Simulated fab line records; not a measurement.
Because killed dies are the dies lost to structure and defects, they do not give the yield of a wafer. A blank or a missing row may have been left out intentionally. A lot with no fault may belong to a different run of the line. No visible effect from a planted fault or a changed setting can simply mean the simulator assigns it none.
Chamber matching -- flow sky130 -- SKY_CONTACT_ETCH_16 on rie_diel-01: 4 sister chambers
The step etches BARC in N2/H2, stops on SiO2, time 45.9 s, target depth 60 nm. 16 wafers are shown with their chamber, then 8 later ones without.

== WAFERS WITH THEIR CHAMBER ==
wafer,chamber,drypump_motor_current_A (A),oes_product_au (a.u.),throttle_valve_pct (%)
L081.1,1,6.1,0.856,13.221
L081.2,2,5.1,0.860,13.243
L081.6,3,5.3,0.857,13.229
L083.2,2,5.1,0.862,13.222
L083.3,3,5.3,0.850,13.220
L083.6,0,5.0,0.852,13.225
L084.2,2,5.2,0.847,13.221
L084.3,1,6.1,0.844,13.228
L084.4,0,5.0,0.863,13.232
L086.1,2,5.2,0.847,13.220
L086.4,0,5.0,0.857,13.212
L086.5,2,5.2,0.855,13.219
L091.1,0,4.9,0.859,13.220
L091.3,3,5.3,0.859,13.241
L091.5,0,4.9,0.864,13.224
L093.1,2,5.1,0.847,13.244

SIGNATURES, as means of the wafers listed above
reading,chamber 0,chamber 1,chamber 2,chamber 3,scatter within a chamber
drypump_motor_current_A,4.960,6.100,5.150,5.300,0.0474
oes_product_au,0.85900,0.85000,0.85300,0.85533,0.00614
throttle_valve_pct,13.22260,13.22450,13.22817,13.23000,0.00988
Rule: a wafer's distance from a chamber is the root of the sum, over the readings, of the square of ((its reading less the chamber's mean) divided by the reading's scatter). The wafer belongs to the nearest chamber; if the next one is less than 2 further off, it can't be placed. How the scatter is found: for the shown wafers, subtract from each reading the mean of its chamber, square and add these, divide the total by (wafers less chambers), then take the root.

== WAFERS WITHOUT THEIR CHAMBER ==
wafer,drypump_motor_current_A (A),oes_product_au (a.u.),throttle_valve_pct (%)
L093.4,4.9,0.853,13.230
L093.5,5.3,0.844,13.225
L094.1,5.2,0.851,13.220
L094.4,5.2,0.860,13.232
L094.5,5.3,0.859,13.226
L095.1,6.1,0.857,13.244
L095.2,5.0,0.861,13.227
L095.4,5.2,0.852,13.225

== WHICH CHAMBER EACH ONE RAN IN ==
wafer,from the rows above,in truth
L093.4,0,0
L093.5,can't be placed: 3 or 2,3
L094.1,can't be placed: 2 or 3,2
L094.4,can't be placed: 2 or 3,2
L094.5,3,3
L095.1,1,1
L095.2,0,0
L095.4,can't be placed: 2 or 3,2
Correct placement for 4 of the 8. Not placeable from these rows: 4 (in 4, the candidates include the true chamber). Placed wrongly: 0.
